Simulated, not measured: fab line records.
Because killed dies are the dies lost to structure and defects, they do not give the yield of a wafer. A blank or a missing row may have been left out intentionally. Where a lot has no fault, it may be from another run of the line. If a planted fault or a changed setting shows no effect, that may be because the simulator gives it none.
fab line records | flow sky130
record lots=14 wafers=42 lastDay=49
route steps=708 shown NWELL@58 VT_ADJUST_HVTP@95 POLY_GATE@228 LDD_P@265
lots that met no fault: from a run of the same line without faults
startH: hours from the record's first day to the start of the lot's first wafer shown | waitH: hours from the lot's prior step to this one | " as in the row above | L1.1+2: several wafers, shown together as one row | - no value, or no start was given | * or withheld: withheld | < > ~ a bound
route shown NAME@n: a module of which the file shows steps, and the number in the route of the first | usual: mean and standard deviation over wafers with no fault | same: alike in all rows | chamber/n: place in a boat | sites: the reading at each site | _std_site: standard deviation of those values | _edge_site: mean of outer sites minus mean of inner sites | radiusMm: how far each site lies from the wafer's centre | mask NAME#n: copy n | behind: the most recent tool/chamber to have shaped the wafer | hold: what put the lot on hold/how long, in hours/how the hold closed | device: which transistor (n, p or np) failed to switch | end of line: the route-end tests of the same wafers | a step given without rows: its recipe and nothing more | killed: dies that structure and defects cost at the first sort, which is not the same as the wafer's yield | map: dies across one wafer; x = killed, . = not, _ = none there
set.NAME: the run value of the setting; set.NAME@STEP: its run value at that earlier step | model.NAME: the simulator's own value behind a step, which no gauge read
steps of the route over a sample of lots; a table a step, a row a wafer
services: the hour from which a tool's chamber was out of use, counted from the record's first day as startH (under 0 if before that day), plus the number of hours and why
## steps
# step SKY_NWELL_COAT_05
# recipe spinRpm=2000 resistThkNm=3000
# columns lot.wafer tool chamber startH waitH
L211.2+3+4 lithoTrack-04 0 81.21 0.1
L212.3+4+6 lithoTrack-01 0 90.24 0.1
L213.1+4+6 lithoTrack-03 0 95.51 0.1
L215.1+3+5 lithoTrack-03 0 102.71 0.1
L216.3+4+5 lithoTrack-01 0 110.59 0.1
L217.1+2+4 lithoTrack-04 0 118.78 0.1
L218.1+2+4 lithoTrack-01 0 124.19 0.1
L219.1+5+6 lithoTrack-01 0 126.59 0.1
L220.1+3+5 lithoTrack-01 0 133.79 0.1
L224.4+5+6 lithoTrack-04 0 155.50 0.1
L227.2+3+5 lithoTrack-01 0 177.86 0.1
L229.2+4+6 lithoTrack-04 0 185.80 0.1
L230.2+3+5 lithoTrack-04 0 191.85 0.1
L231.1+3+4 lithoTrack-04 0 194.38 0.1
# step SKY_NWELL_STRIP_14
# recipe chemistry=O2/N2 powerW=1400 pressureMtorr=1500 platenTempC=withheld o2FlowSccm=3000 n2FlowSccm=300 overashFraction=0.5
# usual drypumpMotorCurrentA=5.6/0.39 n2FlowSccm=299.9/0.98 oesProductAu=0.722/0.0042 stripTimeToEndpointS=36.97/0.11
# columns lot.wafer tool chamber startH waitH drypumpMotorCurrentA n2FlowSccm oesProductAu rfHoursCounterH stripTimeToEndpointS
L211.2 plasmaAsher-04 0 90.62 0.1 5.4 298.3 0.726 41 37.22
L211.3 " 1 " " 5.3 301.1 0.721 - 37.11
L211.4 " 0 " " 5.4 300.5 0.726 - 37.16
L212.3 plasmaAsher-04 0 99.28 0.1 5.5 299.6 0.721 - 36.99
L212.4 " 1 " " 5.3 301.3 0.718 - 36.95
L212.6 " 1 " " 5.3 300.8 0.721 - 36.91
L213.1 plasmaAsher-01 1 105.12 0.1 5.7 299.4 0.718 44 37.16
L213.4 " 0 " " 5.8 300.0 0.716 - 37.09
L213.6 " 1 " " 5.7 299.1 0.724 - 37.02
L215.1 plasmaAsher-01 1 112.32 0.1 5.7 301.4 0.724 45 37.16
L215.3 " 0 " " 5.9 301.1 0.725 - 37.19
L215.5 " 0 " " 5.9 300.3 0.729 - 37.25
L216.3 plasmaAsher-01 1 120.38 0.1 5.7 300.6 0.722 - 37.09
L216.4 " 0 " " 5.8 300.7 0.715 - 36.94
L216.5 " 0 " " 5.9 299.4 0.723 - 37.00
L217.1 plasmaAsher-01 0 128.47 0.1 5.9 300.4 0.721 48 36.84
L217.2 " 1 " " 5.7 299.5 0.716 48 36.86
L217.4 " 0 " " 5.9 299.1 0.721 - 36.81
L218.1 plasmaAsher-01 0 133.98 0.1 5.9 300.0 0.720 48 37.03
L218.2 " 1 " " 5.7 300.1 0.721 48 36.90
L218.4 " 0 " " 5.9 298.5 0.725 - 37.04
L219.1 plasmaAsher-01 0 136.83 0.1 5.9 300.3 0.717 49 36.98
L219.5 " 1 " " 5.7 297.8 0.723 - 36.97
L219.6 " 0 " " 5.9 300.7 0.730 - 37.08
L220.1 plasmaAsher-04 0 144.07 0.1 5.4 299.8 0.712 47 11.49
L220.3 " 1 " " 5.3 299.1 0.713 - 11.48
L220.5 " 0 " " 5.4 299.3 0.703 - 11.51
L224.4 plasmaAsher-03 0 165.88 0.1 6.1 300.9 0.728 - 36.90
L224.5 " 0 " " 6.1 299.1 0.730 - 36.99
L224.6 " 1 " " 5.0 300.8 0.719 - 36.91
L227.2 plasmaAsher-03 1 188.68 0.1 5.0 299.1 0.705 8 11.48
L227.3 " 0 " " 6.1 301.4 0.709 - 11.47
L227.5 " 0 " " 6.1 301.9 0.715 - 11.49
L229.2 plasmaAsher-03 0 197.76 0.1 6.1 300.2 0.722 8 36.88
L229.4 " 1 " " 5.0 299.1 0.720 - 36.92
L229.6 " 0 " " 6.2 299.9 0.716 - 37.00
L230.2 plasmaAsher-03 1 202.64 0.1 5.0 301.0 0.722 9 37.04
L230.3 " 0 " " 6.1 299.9 0.730 - 36.84
L230.5 " 1 " " 4.9 298.9 0.717 - 36.93
L231.1 plasmaAsher-03 1 205.64 0.1 5.0 301.1 0.722 9 37.05
L231.3 " 1 " " 4.9 300.4 0.718 - 36.99
L231.4 " 0 " " 6.1 297.0 0.722 - 36.92
# step SKY_NWELL_TW_MEAS_26
# usual NWELL_2_TW=499/5.4
# columns lot.wafer tool chamber startH waitH NWELL_2_TW
L211.2 filmMetro-01 - 108.88 0.1 498
L211.3 " - " " 497
L211.4 " - " " 495
L212.3 filmMetro-04 - 118.30 0.1 494
L212.4 " - " " 496
L212.6 " - " " 496
L213.1 filmMetro-04 - 124.24 0.1 493
L213.4 " - " " 493
L213.6 " - " " 492
L215.1 filmMetro-04 - 130.58 0.1 490
L215.3 " - " " 493
L215.5 " - " " 494
L216.3 filmMetro-04 - 138.94 0.1 492
L216.4 " - " " 494
L216.5 " - " " 495
L217.1 filmMetro-04 - 147.38 0.1 495
L217.2 " - " " 494
L217.4 " - " " 496
L218.1 filmMetro-03 - 154.08 0.1 501
L218.2 " - " " 503
L218.4 " - " " 506
L219.1 filmMetro-04 - 156.34 0.1 495
L219.5 " - " " 495
L219.6 " - " " 496
L220.1 filmMetro-03 - 164.52 0.1 765
L220.3 " - " " 769
L220.5 " - " " 758
L224.4 filmMetro-04 - 187.17 0.1 493
L224.5 " - " " 493
L224.6 " - " " 491
L227.2 filmMetro-03 - 209.42 0.1 769
L227.3 " - " " 769
L227.5 " - " " 771
L229.2 filmMetro-03 - 220.42 0.1 503
L229.4 " - " " 507
L229.6 " - " " 506
L230.2 filmMetro-01 - 225.14 0.1 497
L230.3 " - " " 494
L230.5 " - " " 493
L231.1 filmMetro-03 - 227.78 0.1 505
L231.3 " - " " 505
L231.4 " - " " 508
# step SKY_VT_ADJUST_HVTP_STRIP_10
# recipe chemistry=O2/N2 powerW=1400 pressureMtorr=1500 platenTempC=withheld o2FlowSccm=3000 n2FlowSccm=300 overashFraction=0.5
# usual drypumpMotorCurrentA=5.3/0.48 n2FlowSccm=300.0/0.95 oesProductAu=0.716/0.0047 stripTimeToEndpointS=14.17/0.038
# columns lot.wafer tool chamber startH waitH drypumpMotorCurrentA n2FlowSccm oesProductAu rfHoursCounterH stripTimeToEndpointS
L211.2 plasmaAsher-04 1 127.85 0.1 5.3 298.7 0.722 45 14.18
L211.3 " 1 " " 5.3 300.7 0.716 - 14.19
L211.4 " 0 " " 5.5 299.4 0.710 - 14.22
L212.3 plasmaAsher-04 0 137.20 0.1 5.4 300.2 0.717 - 14.24
L212.4 " 1 " " 5.3 299.1 0.716 - 14.18
L212.6 " 1 " " 5.3 301.2 0.726 - 14.17
L213.1 plasmaAsher-04 1 143.34 0.1 5.3 300.3 0.709 47 14.13
L213.4 " 1 " " 5.3 299.7 0.720 - 14.12
L213.6 " 0 " " 5.4 299.3 0.718 - 14.13
L215.1 plasmaAsher-03 1 150.79 0.1 4.9 299.1 0.715 3 14.18
L215.3 " 0 " " 6.1 300.8 0.723 - 14.22
L215.5 " 1 " " 4.9 299.1 0.707 - 14.20
L216.3 plasmaAsher-03 1 159.03 0.1 5.0 300.8 0.710 - 14.19
L216.4 " 0 " " 6.1 300.5 0.722 - 14.21
L216.5 " 0 " " 6.1 300.0 0.708 - 14.21
L217.1 plasmaAsher-04 1 168.15 0.1 5.3 299.5 0.716 49 14.20
L217.2 " 0 " " 5.5 297.7 0.724 49 14.17
L217.4 " 0 " " 5.5 298.7 0.713 - 14.17
L218.1 plasmaAsher-03 1 174.20 0.1 4.9 301.8 0.716 6 14.18
L218.2 " 0 " " 6.1 300.8 0.715 6 14.13
L218.4 " 0 " " 6.1 301.1 0.719 - 14.15
L219.1 plasmaAsher-03 1 176.71 0.1 5.0 301.6 0.713 6 14.18
L219.5 " 1 " " 5.0 300.1 0.717 - 14.12
L219.6 " 0 " " 6.1 299.4 0.721 - 14.17
L220.1 plasmaAsher-02 1 185.35 0.1 4.8 299.9 0.712 37 14.20
L220.3 " 1 " " 4.8 301.0 0.718 - 14.18
L220.5 " 0 " " 4.8 301.6 0.719 - 14.25
L224.4 plasmaAsher-03 0 207.78 0.1 6.1 300.6 0.717 - 14.09
L224.5 " 0 " " 6.1 301.6 0.717 - 14.15
L224.6 " 1 " " 4.9 300.3 0.708 - 14.11
L227.2 plasmaAsher-03 0 232.29 0.1 6.1 299.8 0.713 13 14.14
L227.3 " 1 " " 5.0 300.9 0.721 - 14.12
L227.5 " 0 " " 6.1 299.6 0.716 - 14.12
L229.2 plasmaAsher-03 0 243.56 0.1 6.1 299.8 0.722 14 14.18
L229.4 " 0 " " 6.1 299.3 0.718 - 14.18
L229.6 " 0 " " 6.1 299.4 0.721 - 14.16
L230.2 plasmaAsher-02 0 247.71 0.1 4.8 298.4 0.716 40 14.18
L230.3 " 1 " " 4.8 299.9 0.722 - 14.18
L230.5 " 0 " " 4.8 298.9 0.717 - 14.17
L231.1 plasmaAsher-04 0 250.81 0.1 5.4 300.3 0.715 59 14.16
L231.3 " 0 " " 5.4 299.9 0.719 - 14.15
L231.4 " 1 " " 5.3 300.1 0.723 - 14.16
# step SKY_POLY_GATE_OVL_MEAS_14
# usual POLY_GATE_OVL=4/5
# columns lot.wafer tool chamber startH waitH POLY_GATE_OVL[nm]
L211.2 overlay-02 - 378.65 0.1 4
L211.3 " - " " 4
L211.4 " - " " 8
L212.3 overlay-02 - 390.79 0.1 -5
L212.4 " - " " -8
L212.6 " - " " 0
L215.1 overlay-01 - 408.77 0.1 2
L215.3 " - " " 4
L215.5 " - " " 4
L213.1 overlay-01 - 409.50 0.1 -4
L213.4 " - " " 0
L213.6 " - " " 0
L216.3 overlay-01 - 418.27 0.1 2
L216.4 " - " " 1
L216.5 " - " " -1
L217.1 overlay-02 - 436.96 0.1 -5
L217.2 " - " " 0
L217.4 " - " " -7
L218.1 overlay-01 - 437.32 0.1 8
L218.2 " - " " 14
L218.4 " - " " 4
L219.1 overlay-01 - 444.77 0.1 1
L219.5 " - " " -2
L219.6 " - " " 1
L220.1 overlay-01 - 457.80 0.1 11
L220.3 " - " " 15
L220.5 " - " " 14
L224.4 overlay-02 - 491.77 0.1 10
L224.5 " - " " 3
L224.6 " - " " 9
L227.2 overlay-02 - 527.26 0.1 6
L227.3 " - " " 8
L227.5 " - " " 0
L229.2 overlay-01 - 539.45 0.1 7
L229.4 " - " " -1
L229.6 " - " " 5
L230.2 overlay-01 - 541.86 0.1 14
L230.3 " - " " 1
L230.5 " - " " 1
L231.1 overlay-02 - 543.36 0.1 8
L231.3 " - " " 8
L231.4 " - " " 2
# step SKY_LDD_P_STRIP_10
# recipe chemistry=O2/N2 powerW=1400 pressureMtorr=1500 platenTempC=withheld o2FlowSccm=3000 n2FlowSccm=300 overashFraction=0.5
# usual drypumpMotorCurrentA=5.4/0.53 n2FlowSccm=299.9/0.89 oesProductAu=0.716/0.0048 stripTimeToEndpointS=14.17/0.041
# columns lot.wafer tool chamber startH waitH drypumpMotorCurrentA n2FlowSccm oesProductAu rfHoursCounterH stripTimeToEndpointS
L211.2 plasmaAsher-01 0 441.58 0.1 5.9 300.2 0.723 75 14.15
L211.3 " 0 " " 5.9 301.0 0.723 - 14.16
L211.4 " 1 " " 5.7 299.8 0.712 - 14.13
L212.3 plasmaAsher-03 1 458.04 0.1 5.0 299.8 0.712 - 14.08
L212.4 " 0 " " 6.1 300.6 0.715 - 14.12
L212.6 " 1 " " 5.0 300.3 0.718 - 14.12
L215.1 plasmaAsher-03 1 473.99 0.1 5.0 300.3 0.715 38 14.18
L215.3 " 0 " " 6.1 300.0 0.720 - 14.11
L215.5 " 1 " " 5.0 299.8 0.713 - 14.15
L213.1 plasmaAsher-03 0 475.49 0.1 6.1 299.2 0.710 39 14.17
L213.4 " 1 " " 5.0 300.5 0.717 - 14.18
L213.6 " 1 " " 5.0 300.7 0.719 - 14.18
L216.3 plasmaAsher-01 1 482.38 0.1 5.7 299.1 0.714 - 14.25
L216.4 " 0 " " 5.9 300.4 0.713 - 14.20
L216.5 " 1 " " 5.7 300.3 0.709 - 14.18
L217.1 plasmaAsher-02 0 502.18 0.1 4.8 300.8 0.708 65 14.12
L217.2 " 1 " " 4.8 298.9 0.716 65 14.16
L217.4 " 0 " " 4.8 299.8 0.723 - 14.15
L218.1 plasmaAsher-01 0 502.30 0.1 5.9 299.8 0.717 81 14.13
L218.2 " 1 " " 5.7 301.2 0.720 81 14.13
L218.4 " 0 " " 5.9 299.0 0.719 - 14.14
L219.1 plasmaAsher-01 1 510.08 0.1 5.7 300.0 0.717 82 14.12
L219.5 " 0 " " 5.9 299.9 0.710 - 14.12
L219.6 " 1 " " 5.7 301.3 0.713 - 14.13
L220.1 plasmaAsher-03 0 523.04 0.1 6.1 300.4 0.718 43 14.14
L220.3 " 1 " " 5.0 298.6 0.713 - 14.14
L220.5 " 0 " " 6.1 301.1 0.721 - 14.16
L224.4 plasmaAsher-02 1 555.58 0.1 4.8 301.1 0.729 - 14.15
L224.5 " 0 " " 4.8 300.3 0.717 - 14.17
L224.6 " 1 " " 4.9 300.3 0.707 - 14.15
L227.2 plasmaAsher-03 0 589.76 0.1 6.1 300.6 0.708 50 14.20
L227.3 " 0 " " 6.1 298.6 0.715 - 14.19
L227.5 " 1 " " 5.0 299.2 0.718 - 14.14
L229.2 plasmaAsher-02 0 601.89 0.1 4.8 299.6 0.710 75 14.22
L229.4 " 0 " " 4.8 300.1 0.715 - 14.18
L229.6 " 0 " " 4.8 301.4 0.715 - 14.24
L230.2 plasmaAsher-01 0 604.04 0.1 5.8 300.2 0.719 91 14.22
L230.3 " 1 " " 5.7 299.0 0.719 - 14.25
L230.5 " 0 " " 5.9 300.6 0.719 - 14.24
L231.1 plasmaAsher-03 0 605.21 0.1 6.1 299.9 0.712 52 14.12
L231.3 " 0 " " 6.2 300.6 0.720 - 14.19
L231.4 " 1 " " 4.9 299.9 0.717 - 14.16
## services
# columns tool chamber startH hours kind
plasmaAsher-04 - 85.72 2.8 pm
plasmaAsher-03 - 108.75 9.0 pm
plasmaAsher-03 0 108.75 9.0 ventCycle
plasmaAsher-02 - 109.82 14.6 pm
plasmaAsher-04 - 120.33 2.6 repair
plasmaAsher-04 - 138.46 0.5 repair
plasmaAsher-04 - 152.22 0.4 repair
plasmaAsher-01 - 172.65 14.6 pm
plasmaAsher-02 - 206.37 21.0 repair
plasmaAsher-03 - 212.21 0.8 repair
plasmaAsher-01 - 225.24 1.5 repair
plasmaAsher-02 - 227.35 12.8 pm
plasmaAsher-02 - 260.84 16.8 repair
plasmaAsher-04 - 276.32 5.2 repair
plasmaAsher-01 - 314.20 3.8 repair
plasmaAsher-01 - 362.75 33.5 repair
plasmaAsher-04 - 390.04 14.6 pm
plasmaAsher-01 - 405.85 4.3 pm
plasmaAsher-03 - 416.15 2.8 pm
plasmaAsher-04 - 421.25 9.0 pm
plasmaAsher-01 - 440.15 0.6 repair
plasmaAsher-04 - 470.01 3.1 repair
plasmaAsher-02 - 551.04 1.3 repair
plasmaAsher-01 - 590.03 6.1 repair
## key
firstSign step=SKY_NWELL_STRIP_14 reading=stripTimeToEndpointS direction=down sigmas=99+ usual=* struck=*
effect step=SKY_NWELL_STRIP_14 reading=oesProductAu direction=down sigmas=2.9 usual=0.722 struck=0.709
effect step=SKY_NWELL_TW_MEAS_26 reading=NWELL_2_TW direction=up sigmas=49 usual=499 struck=767
metAt SKY_NWELL_COAT_05
struckLots L220,L227
sortLeftOut L220.1,L220.3,L220.5,L227.2,L227.3,L227.5
testerLeftOut L220,L227
notActingAt SKY_VT_ADJUST_HVTP_STRIP_10,SKY_POLY_GATE_OVL_MEAS_14,SKY_LDD_P_STRIP_10
onsetBetween 126.59 133.79
fault kind=processParameterDrift tool=lithoTrack-01 chamber=- onsetH=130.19 steps=SKY_NWELL_COAT_05 channel=resistThkNm offset=-2158.6 shape=step endH=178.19 actsIn=theseRecipesOnly stated=3000
# testerLeftOut: of these lots the tester's yield and bins aren't shown, on N5 and GAA mostly nor the transistor test; their killed dies are dies lost to structure and defects alone, not to doping, threshold or leakage, so they don't give the yield
# sortLeftOut: the simulated sort isn't trusted on such a fault, so these wafers' sort isn't shown, and their yield isn't known
